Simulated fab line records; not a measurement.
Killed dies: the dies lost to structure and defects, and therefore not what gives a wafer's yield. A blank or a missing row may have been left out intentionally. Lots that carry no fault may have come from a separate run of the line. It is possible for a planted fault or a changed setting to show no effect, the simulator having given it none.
What tool caused it?	flow sfqLine	7 lots, 21 wafers sampled, at 2 steps of a route of 325

## WHAT THE GAUGES READ, wafer by wafer
SFQ_M0_RS_MEAS_904: a four-point-probe measurement.
lot	measured	on	M0_NB_RS (ohm/sq)
L546	day 7 17:37	filmMetro-03	0.894 0.887 0.877
L548	day 8 09:58	filmMetro-03	0.876 0.876 0.875
L555	day 10 05:37	filmMetro-01	0.885 0.890 0.885
L558	day 11 00:48	filmMetro-01	0.719 0.722 0.718
L560	day 11 10:31	filmMetro-03	0.883 0.896 0.898
L562	day 11 18:57	filmMetro-02	0.908 0.891 0.899
L568	day 13 12:56	filmMetro-01	0.915 0.895 0.894

## TOOL THAT RAN EACH LOT (tool first, then ch and the chambers of the sampled wafers, then the start)
lot	SFQ_TRILAYER_M0_DEP_SPUTTER_019
L546	pvdSputter-03, day 7 17:31
L548	pvdSputter-04, day 8 09:50
L555	pvdSputter-03, day 10 05:31
L558	pvdSputter-04, day 11 00:41
L560	pvdSputter-05, day 11 10:26
L562	pvdSputter-03, day 11 18:50
L568	pvdSputter-03, day 13 12:50
- SFQ_TRILAYER_M0_DEP_SPUTTER_019: material Nb, target thk 200 nm, time 133.3 s.

## THE ANSWER, worked out from the rows above alone
Rule: usual is defined by the lots themselves. Put in order of their means at a reading, lots are off if they are a third of the lots or fewer, leave a main group of 4 or more, and stand apart from it by a gap of 3 or more times the standard deviation of the main group's means; of several such gaps the widest counts. A main group is skipped when, at the precision printed for the reading in the tables above, its means are all equal. A lot without any number at a reading at which 4 lots or more have one is off too. Where the step has rows for the other lots, those lots are counted as sound.
Off: L558, seen at SFQ_M0_RS_MEAS_904 (M0_NB_RS). For the main group the mean is 0.890 ohm/sq and the standard deviation 0.0087.
A tool fits if, at a process step before that reading, it ran every lot that is off, and no sound lot after the first of them. Gauges at SFQ_M0_RS_MEAS_904: tried the same way as those tools. One fits: SFQ_TRILAYER_M0_DEP_SPUTTER_019 on pvdSputter-04. A fault onset in the window from L548 (day 8 09:50, its last sound lot) to L558 (day 11 00:41, its first lot off) fits.

## WHAT WAS PUT IN BY THE SIMULATOR
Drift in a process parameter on pvdSputter-04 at SFQ_TRILAYER_M0_DEP_SPUTTER_019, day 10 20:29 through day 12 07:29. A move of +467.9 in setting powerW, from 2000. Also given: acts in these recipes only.
Struck lots among those shown: L558. The rule given above showed the same thing.
